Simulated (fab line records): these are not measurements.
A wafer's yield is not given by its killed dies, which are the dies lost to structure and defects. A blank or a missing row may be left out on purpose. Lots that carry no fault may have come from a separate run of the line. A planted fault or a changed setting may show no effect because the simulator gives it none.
What tool caused it?	flow gf180mcu	33 wafers sampled from 11 lots at 1 step of a route of 602

## WHAT EACH GAUGE READ, for each wafer
GF_M3_CD_MEAS_14: the cd target is 280 nm. Usual: cdNm reads 279.5 nm (standard deviation 1.2).
lot	measured	on	cdNm (nm)	flag
L729	day 22 04:05	cdSem-01	279.0 279.7 280.1	
L730	day 22 22:14	cdSem-02	280.3 280.7 280.0	
L731	day 23 02:59	cdSem-01	279.6 279.9 280.3	
L732	day 23 14:38	cdSem-02	277.9 278.8 279.7	
L734	day 24 10:16	cdSem-01	280.8 280.2 280.8	
L735	day 24 18:55	cdSem-01	280.1 280.4 280.7	
L736	day 25 03:55	cdSem-01	278.2 277.1 278.2	
L738	day 25 17:02	cdSem-02	278.0 278.1 278.4	
L743	day 27 02:24	cdSem-02	281.9 279.9 281.5	
L747	day 28 06:55	cdSem-02	280.2 280.6 282.0	
L748	day 28 12:32	cdSem-02	280.4 280.7 281.2	

## EACH LOT AND THE TOOL THAT RAN IT (in order: tool; ch and the chambers of the sampled wafers; start)
There is no process step in the record ahead of these readings.

## AS READ BY THE TOOLS THEMSELVES (means over the sampled wafers that have a number; for cases with no such wafer, the mark the record gives instead)
The record holds no such reading with a usual standard deviation.

## THE ANSWER, worked out from the rows above alone
Rule: take the mean of a lot's wafers that have a number; if it is more than 3 standard deviations from the usual mean, the lot is off. A lot without any number at a reading at which 4 lots or more have one is off too. The other lots that the step has rows for count as sound. Order of review: gauges by route order, followed by the tools' own readings, for which a lot's mean as printed above is used. At the first step where some lot is off, the reading lying furthest off is the one used; lots without a number count as furthest.
No lot is off on any of the readings shown, so nothing can be concluded from this.

## WHAT THE SIMULATOR HAD INSERTED
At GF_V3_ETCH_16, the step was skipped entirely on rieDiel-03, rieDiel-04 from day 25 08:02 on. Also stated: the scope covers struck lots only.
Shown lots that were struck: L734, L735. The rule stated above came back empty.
